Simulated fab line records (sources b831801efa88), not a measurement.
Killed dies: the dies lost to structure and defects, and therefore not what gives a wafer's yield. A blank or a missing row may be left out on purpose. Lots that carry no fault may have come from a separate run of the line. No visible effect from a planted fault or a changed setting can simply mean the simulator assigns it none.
Which of the tools did it? + flow gf180mcu + 14 lots, 42 wafers sampled, at 1 step of a route of 602

## WHAT EACH GAUGE READ, for each wafer
GF_V1_OVL_MEAS_15.
| lot  | measured     | on         | V1_OVL (nm) |
|------|--------------|------------|-------------|
| L127 | day 18 02:23 | overlay-01 | -1 6 -3     |
| L130 | day 19 02:23 | overlay-01 | -7 -9 -9    |
| L132 | day 20 05:05 | overlay-02 | -10 -17 -6  |
| L135 | day 21 08:03 | overlay-01 | 4 6 12      |
| L137 | day 22 04:11 | overlay-01 | -4 -6 6     |
| L138 | day 22 10:52 | overlay-01 | 2 4 2       |
| L139 | day 22 19:35 | overlay-01 | 0 -6 -8     |
| L140 | day 23 03:31 | overlay-02 | 3 6 -2      |
| L143 | day 23 23:26 | overlay-02 | 8 4 -5      |
| L146 | day 25 00:36 | overlay-01 | -6 3 -8     |
| L147 | day 25 09:50 | overlay-01 | 3 -3 10     |
| L148 | day 25 10:10 | overlay-01 | -1 10 3     |
| L149 | day 25 16:50 | overlay-02 | -4 0 4      |
| L150 | day 26 03:02 | overlay-02 | -1 1 3      |

## WHICH TOOL RAN EACH LOT (tool, then ch and the chambers of the sampled wafers, then the start)
No process step before these readings appears in the record.

## AS READ BY THE TOOLS THEMSELVES (means over the sampled wafers that have a number; for cases with no such wafer, the mark the record gives instead)
The record holds no such reading with a usual standard deviation.

## THE ANSWER, worked out from the rows above alone
Rule: the usual values come from the lots themselves. Put in order of their means at a reading, lots are off if they are a third of the lots or fewer, leave a main group of 4 or more, and stand apart from it by a gap of 3 or more times the standard deviation of the main group's means; of several such gaps the widest counts. A main group whose means are all the same, to the digits that the tables above print for the reading, isn't used. Also off: a lot with no number at a reading for which 4 or more lots have one. Any other lot the step has rows for is counted as sound. The gauges are gone through in route order, then the tools' own readings, and for those a lot's mean is taken as printed above. At the first step where some lot is off, the reading lying furthest off is the one used; lots without a number count as furthest.
Nothing can be told from this: no lot is off at any reading shown.

## WHAT THE SIMULATOR HAD PUT IN
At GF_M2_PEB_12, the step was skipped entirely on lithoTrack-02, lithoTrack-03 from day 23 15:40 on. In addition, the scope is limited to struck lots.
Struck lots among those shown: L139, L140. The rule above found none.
